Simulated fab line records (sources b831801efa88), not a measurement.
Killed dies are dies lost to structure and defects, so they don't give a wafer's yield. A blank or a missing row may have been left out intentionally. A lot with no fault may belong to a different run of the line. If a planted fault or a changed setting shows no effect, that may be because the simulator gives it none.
Which tool is to blame? / flow gf180mcu / Sampling: 6 lots, 18 wafers, 2 of 602 route steps

## WHAT THE GAUGES READ, wafer by wafer
GF_STI_THK_MEAS_24.
lot=L427; measured=day 2 10:31; on=film_metro-04; STI_CVD_23_THK (nm)=642 648 639
lot=L429; measured=day 3 02:39; on=film_metro-04; STI_CVD_23_THK (nm)=645 646 654
lot=L431; measured=day 3 09:19; on=film_metro-03; STI_CVD_23_THK (nm)=644 646 649
lot=L437; measured=day 4 12:10; on=film_metro-03; STI_CVD_23_THK (nm)=806 652 652
lot=L446; measured=day 6 19:31; on=film_metro-03; STI_CVD_23_THK (nm)=645 634 640
lot=L449; measured=day 7 13:26; on=film_metro-03; STI_CVD_23_THK (nm)=641 642 645

## WHAT TOOL EACH LOT RAN ON (gives the tool, then ch and the chambers of the sampled wafers, and finally the start)
lot=L427; GF_STI_CVD_23=hdpcvd-02 ch 0,1,2, day 2 10:26
lot=L429; GF_STI_CVD_23=hdpcvd-02 ch 0,2, day 3 02:34
lot=L431; GF_STI_CVD_23=hdpcvd-01 ch 0,1,2, day 3 09:14
lot=L437; GF_STI_CVD_23=hdpcvd-01 ch 0,1,2, day 4 12:04
lot=L446; GF_STI_CVD_23=hdpcvd-01 ch 0,1, day 6 19:26
lot=L449; GF_STI_CVD_23=hdpcvd-01 ch 0,1,2, day 7 13:22
- GF_STI_CVD_23: deposits SiO2, target thk 650 nm, time 108.3 s.

## THE ANSWER, worked out from the rows above alone
Rule: usual is defined by the lots themselves. The widest of any qualifying gaps counts: lots, ordered by their means at a reading, are off when they make up no more than a third of the lots, leave a main group of 4 or more, and stand apart from it by 3 or more times the standard deviation of that group's means. A main group whose means are all the same, to the digits that the tables above print for the reading, isn't used. A lot without any number at a reading at which 4 lots or more have one is off too. Where the step has rows for the other lots, those lots are counted as sound.
Off: L437, at GF_STI_THK_MEAS_24 (STI_CVD_23_THK). For the main group the mean is 644 nm and the standard deviation 3.
If a tool, at a process step before that reading, ran all the lots that are off and no sound lot after the first of them, it fits. Gauges at GF_STI_THK_MEAS_24: tried the same way as those tools. None of those tried fits.

## WHAT THE SIMULATOR HAD PUT IN
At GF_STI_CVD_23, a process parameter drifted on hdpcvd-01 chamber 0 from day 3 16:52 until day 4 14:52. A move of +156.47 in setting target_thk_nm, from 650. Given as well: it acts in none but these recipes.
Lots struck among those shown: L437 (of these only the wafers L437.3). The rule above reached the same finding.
